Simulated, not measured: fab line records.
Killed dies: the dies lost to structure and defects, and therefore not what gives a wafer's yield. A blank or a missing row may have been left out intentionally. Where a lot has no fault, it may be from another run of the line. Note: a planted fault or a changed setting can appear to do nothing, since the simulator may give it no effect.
What tool caused it?    flow sky130    10 lots, 30 wafers sampled, at 6 steps of a route of 708

== WHAT THE GAUGES READ, wafer by wafer ==
SKY_METAL1_RS_MEAS_05: the measuring method here is four-point-probe. Usual: METAL1_ALCU_RS 0.1263 ohm/sq, standard deviation 0.0012.
lot   measured      on             METAL1_ALCU_RS (ohm/sq)  flag
L170  day 32 18:59  film_metro-01  0.1246 0.1258 0.1272     
L171  day 33 12:23  film_metro-03  0.1275 0.1276 0.1276     
L175  day 34 22:50  film_metro-03  0.1268 0.1264 0.1237     
L176  day 35 06:05  film_metro-03  0.1270 0.1283 0.1259     
L180  day 36 20:59  film_metro-03  0.1253 0.1247 0.1237     
L183  day 37 15:31  film_metro-04  0.1099 0.1268 0.1268     OFF
L185  day 38 09:43  film_metro-04  0.1269 0.1270 0.1267     
L186  day 39 00:02  film_metro-03  0.1278 0.1266 0.1090     OFF
L187  day 39 11:05  film_metro-03  0.1242 0.1259 0.1249     
L189  day 39 16:45  film_metro-03  0.1247 0.1265 0.1240     

SKY_METAL1_THK_MEAS_06: measures by xrf. Usual: METAL1_ALCU_THK 252.6 nm, standard deviation 2.8.
lot   measured      on             METAL1_ALCU_THK (nm)  flag
L170  day 32 19:05  film_metro-01  255.4 250.1 247.9     
L171  day 33 12:28  film_metro-03  249.7 249.1 248.6     
L175  day 34 22:57  film_metro-03  252.1 252.1 258.8     
L176  day 35 06:12  film_metro-03  251.5 248.7 253.6     
L180  day 36 21:06  film_metro-03  252.9 254.4 256.1     
L183  day 37 15:38  film_metro-04  292.5 254.2 253.8     OFF
L185  day 38 09:50  film_metro-04  251.9 250.9 252.5     
L186  day 39 00:09  film_metro-03  250.7 254.1 291.1     OFF
L187  day 39 11:11  film_metro-03  255.6 253.5 253.0     
L189  day 39 16:52  film_metro-03  256.7 249.7 256.9     

SKY_METAL1_CD_MEAS_15 targets a cd of 140 nm. Usual: 140.1 nm for cd_nm, sd 1.4.
lot   measured      on         cd_nm (nm)         flag
L170  day 33 23:01  cd_sem-02  137.4 138.4 139.7  
L171  day 34 17:13  cd_sem-01  139.8 139.7 140.7  
L175  day 36 03:56  cd_sem-02  142.3 141.5 143.2  
L176  day 36 11:05  cd_sem-02  141.1 141.0 141.5  
L180  day 38 01:38  cd_sem-01  140.4 142.1 140.2  
L183  day 38 20:47  cd_sem-01  136.9 137.0 137.9  
L185  day 39 15:26  cd_sem-02  139.8 140.0 139.7  
L186  day 40 04:54  cd_sem-02  138.7 137.7 138.9  
L187  day 40 15:40  cd_sem-01  139.1 138.3 138.5  
L189  day 40 20:56  cd_sem-02  139.1 139.7 139.6  

== EACH LOT AND THE TOOL THAT RAN IT (in order: tool; ch and the chambers of the sampled wafers; start) ==
lot   SKY_CONTACT_ETCH_16                 SKY_METAL1_SPUTTER_02         SKY_METAL1_SPUTTER_04
L170  rie_diel-02 ch 0,1,2, day 32 17:27  pvd_sputter-04, day 32 18:52  pvd_sputter-04, day 32 18:55
L171  rie_diel-03 ch 2,3, day 33 10:09    pvd_sputter-03, day 33 12:14  pvd_sputter-03, day 33 12:17
L175  rie_diel-01 ch 0,2,3, day 34 21:18  pvd_sputter-01, day 34 22:44  pvd_sputter-01, day 34 22:47
L176  rie_diel-01 ch 0,1,3, day 35 04:33  pvd_sputter-01, day 35 05:59  pvd_sputter-01, day 35 06:02
L180  rie_diel-02 ch 0,1,2, day 36 19:27  pvd_sputter-04, day 36 20:53  pvd_sputter-04, day 36 20:56
L183  rie_diel-02 ch 1,2,3, day 37 14:00  pvd_sputter-04, day 37 15:25  pvd_sputter-04, day 37 15:28
L185  rie_diel-03 ch 1,3, day 38 08:12    pvd_sputter-03, day 38 09:37  pvd_sputter-03, day 38 09:40
L186  rie_diel-02 ch 0,3, day 38 22:31    pvd_sputter-04, day 38 23:56  pvd_sputter-04, day 38 23:59
L187  rie_diel-03 ch 1,3, day 39 09:33    pvd_sputter-03, day 39 10:58  pvd_sputter-03, day 39 11:01
L189  rie_diel-02 ch 0,2,3, day 39 15:12  pvd_sputter-01, day 39 16:39  pvd_sputter-01, day 39 16:42
- SKY_CONTACT_ETCH_16: etches BARC in N2/H2, stops on SiO2, time 45.9 s, target depth 60 nm.
- SKY_METAL1_SPUTTER_02: material AlCu, target thk 250 nm, time 13.3 s.
- SKY_METAL1_SPUTTER_04: material TiN, target thk 70 nm, time 58.3 s.

== WHAT THE TOOLS THEMSELVES READ (means of the sampled wafers that have a number; where no wafer has one, the mark that the record gives instead) ==
SKY_CONTACT_ETCH_16. Usual: drypump_motor_current_A 5.7 A, standard deviation 0.33; h2_flow_sccm 200.0 sccm, standard deviation 0.58; n2_flow_sccm 100.05 sccm, standard deviation 0.3; oes_product_au 0.855 a.u., standard deviation 0.0046; throttle_valve_pct 13.224 %, standard deviation 0.0089.
lot   tool         drypump_motor_current_A (A)  h2_flow_sccm (sccm)  n2_flow_sccm (sccm)  oes_product_au (a.u.)  throttle_valve_pct (%)  flag
L170  rie_diel-02  5.7                          200.1                99.80                0.862                  13.233                  
L171  rie_diel-03  5.8                          200.1                100.04               0.858                  13.232                  
L175  rie_diel-01  5.6                          200.2                99.93                0.854                  13.226                  
L176  rie_diel-01  5.7                          200.1                99.92                0.856                  13.223                  
L180  rie_diel-02  5.7                          200.1                100.33               0.851                  13.218                  
L183  rie_diel-02  5.7                          200.9                100.01               0.851                  13.221                  
L185  rie_diel-03  6.0                          199.7                99.94                0.856                  13.225                  
L186  rie_diel-02  5.5                          199.9                100.09               0.854                  13.233                  
L187  rie_diel-03  5.9                          200.0                100.09               0.852                  13.225                  
L189  rie_diel-02  5.7                          200.2                100.18               0.858                  13.236                  

SKY_METAL1_SPUTTER_02. Usual: cathode_dc_power_W 10600 W, standard deviation 1.8; throttle_valve_pct 30.1 %, standard deviation 0.88.
lot   tool            cathode_dc_power_W (W)  throttle_valve_pct (%)  flag
L170  pvd_sputter-04  10600                   30.2                    
L171  pvd_sputter-03  10598                   29.7                    
L175  pvd_sputter-01  10600                   29.9                    
L176  pvd_sputter-01  10599                   29.9                    
L180  pvd_sputter-04  10599                   30.4                    
L183  pvd_sputter-04  11108                   30.1                    OFF
L185  pvd_sputter-03  10601                   30.3                    
L186  pvd_sputter-04  11108                   30.3                    OFF
L187  pvd_sputter-03  10599                   29.2                    
L189  pvd_sputter-01  10599                   29.8                    

SKY_METAL1_SPUTTER_04. Usual: cathode_dc_power_W 6500.0 W, standard deviation 1; throttle_valve_pct 30.1 %, standard deviation 0.88.
lot   tool            cathode_dc_power_W (W)  throttle_valve_pct (%)  flag
L170  pvd_sputter-04  6500.1                  30.3                    
L171  pvd_sputter-03  6499.6                  29.6                    
L175  pvd_sputter-01  6499.6                  30.0                    
L176  pvd_sputter-01  6499.6                  29.8                    
L180  pvd_sputter-04  6500.1                  30.4                    
L183  pvd_sputter-04  6500.9                  30.2                    
L185  pvd_sputter-03  6498.8                  30.4                    
L186  pvd_sputter-04  6499.6                  30.2                    
L187  pvd_sputter-03  6499.6                  29.2                    
L189  pvd_sputter-01  6500.0                  29.9                    

== THE ANSWER, worked out from the rows above alone ==
Rule: take the mean of a lot's wafers that have a number; if it is more than 3 standard deviations from the usual mean, the lot is off. Also off: a lot with no number at a reading for which 4 or more lots have one. Any other lot the step has rows for is counted as sound. First the gauges in route order, then the tools' own readings, where a lot's mean is used as printed above. The first step at which some lot is off is used, and at that step the reading that is off furthest; a lot without a number counts as furthest.
Off: L183, L186, seen at SKY_METAL1_RS_MEAS_05 (METAL1_ALCU_RS).
If a tool, at a process step before that reading, ran all the lots that are off and no sound lot after the first of them, it fits. The gauges at SKY_METAL1_RS_MEAS_05 aren't tried: what is off there is off at SKY_METAL1_SPUTTER_02 too, on other tools, and a gauge's error can't cause that. One fits: pvd_sputter-04 at SKY_METAL1_SPUTTER_02 and SKY_METAL1_SPUTTER_04. At SKY_METAL1_SPUTTER_02 its last sound lot is L180 (day 36 20:53), its first lot that is off L183 (day 37 15:25): a fault that began between those two fits.
On the lots that are off, the tool's own readings at SKY_METAL1_SPUTTER_02 differ by more than 5 times the standard deviation of the sound lots' means, which bears it out; cathode_dc_power_W reads 11108 W there versus 10599 W on the sound lots.

== WHAT WAS PUT IN BY THE SIMULATOR ==
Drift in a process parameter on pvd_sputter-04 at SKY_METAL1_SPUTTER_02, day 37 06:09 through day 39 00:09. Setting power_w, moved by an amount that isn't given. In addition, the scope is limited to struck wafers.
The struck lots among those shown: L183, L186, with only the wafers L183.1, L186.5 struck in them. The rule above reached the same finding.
